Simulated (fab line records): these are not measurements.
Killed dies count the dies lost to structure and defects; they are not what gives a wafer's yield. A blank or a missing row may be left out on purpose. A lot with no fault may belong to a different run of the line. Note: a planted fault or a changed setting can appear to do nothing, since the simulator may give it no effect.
Struck lot and sound lot, side by side -- flow sky130 -- 15 steps out of a route of 708
Sound: wafers L918.1, L918.2, L918.4. Wafers struck: L911.1, L911.5, L911.6. The cause is given at the end.
At each step with rows: each side's tool, then ch and its chambers, then its first start. Under that, the readings that differ: sound wafers -- struck wafers -- difference of the means -- sigmas: that difference in standard deviations of wafers without a fault.
alike: words and numbers the same on both sides, and readings whose means are apart by under 2 such deviations; not compared: readings that were withheld, readings missing a value for some wafer, numbers with overlapping values and no deviation given by the record, and bounds like >300 which may hide the same value.
Wherever a step has rows on one side only, a row that says differs or no value, or a row with sigmas, the two part there. When numbers do not overlap yet have no deviation, they are printed without sigmas and do not part them. A reading that every wafer of one side lacks parts them only if that side has two wafers or more.

SKY_METAL1_THK_MEAS_06: measures by xrf.
  sound on film-metro-02 at day 36 19:29; struck on film-metro-04 at day 35 13:09
  alike: METAL1_ALCU_THK
then, 8 steps without rows for these wafers: SKY_METAL1_DEHYDRATE_07 (time 60 s); SKY_METAL1_HMDS_08 (prime time 60 s); SKY_METAL1_COAT_09 (resist thk 60 nm); SKY_METAL1_COAT_10 (resist thk 450 nm); SKY_METAL1_SOFTBAKE_11 (time 90 s); SKY_METAL1_EXPOSE_12 (exposes mask MM1, target cd 140 nm); SKY_METAL1_PEB_13; SKY_METAL1_DEVELOP_14 (develop time 60 s).
SKY_METAL1_CD_MEAS_15 targets a cd of 140 nm.
  sound on cd-sem-01 at day 37 21:06; struck on cd-sem-01 at day 36 15:05
  alike: cd-nm
SKY_METAL1_OVL_MEAS_16:
  sound on overlay-02 at day 37 21:13; struck on overlay-02 at day 36 15:13
  alike: METAL1_OVL
SKY_METAL1_DESCUM_17: chemistry O2, time 8 s.
  sound on rie-metal-01 ch 0, day 37 21:16; struck on rie-metal-03 ch 0, day 36 15:15
  alike: drypump-motor-current-A, oes-product-au
  not compared: rf-hours-counter-h
SKY_METAL1_ETCH_18: etches BARC in N2/H2, stops on SiO2, time 45.9 s, target depth 60 nm.
  sound on rie-metal-01 ch 0, day 37 21:19; struck on rie-metal-03 ch 0, day 36 15:19
reading,sound,struck,difference,sigmas
model.KrF-thick_of_METAL1_COAT_10.thk-nm (nm),392 392.7 393.8,388.9 390 389.7,-3.3,
  alike: drypump-motor-current-A, h2-flow-sccm, oes-product-au, throttle-valve-pct
  not compared: rf-hours-counter-h
SKY_METAL1_METAL_ETCH_19: etches the open film in Cl2/BCl3, stops on SiO2, target depth 360 nm, time 78 s.
  sound on rie-metal-01 ch 0, day 37 21:27; struck on rie-metal-03 ch 0, day 36 15:26
  alike: drypump-motor-current-A, oes-product-au, throttle-valve-pct
  not compared: rf-hours-counter-h
SKY_PAD_OPEN_PROBE_99:
  sound wafers here have rows in the record (prober-01, day 49 17:25); struck ones have none

== WHERE THEY PART ==
At SKY_PAD_OPEN_PROBE_99 and nowhere else, as far as this record goes.

WHY: what had been put in by the simulator
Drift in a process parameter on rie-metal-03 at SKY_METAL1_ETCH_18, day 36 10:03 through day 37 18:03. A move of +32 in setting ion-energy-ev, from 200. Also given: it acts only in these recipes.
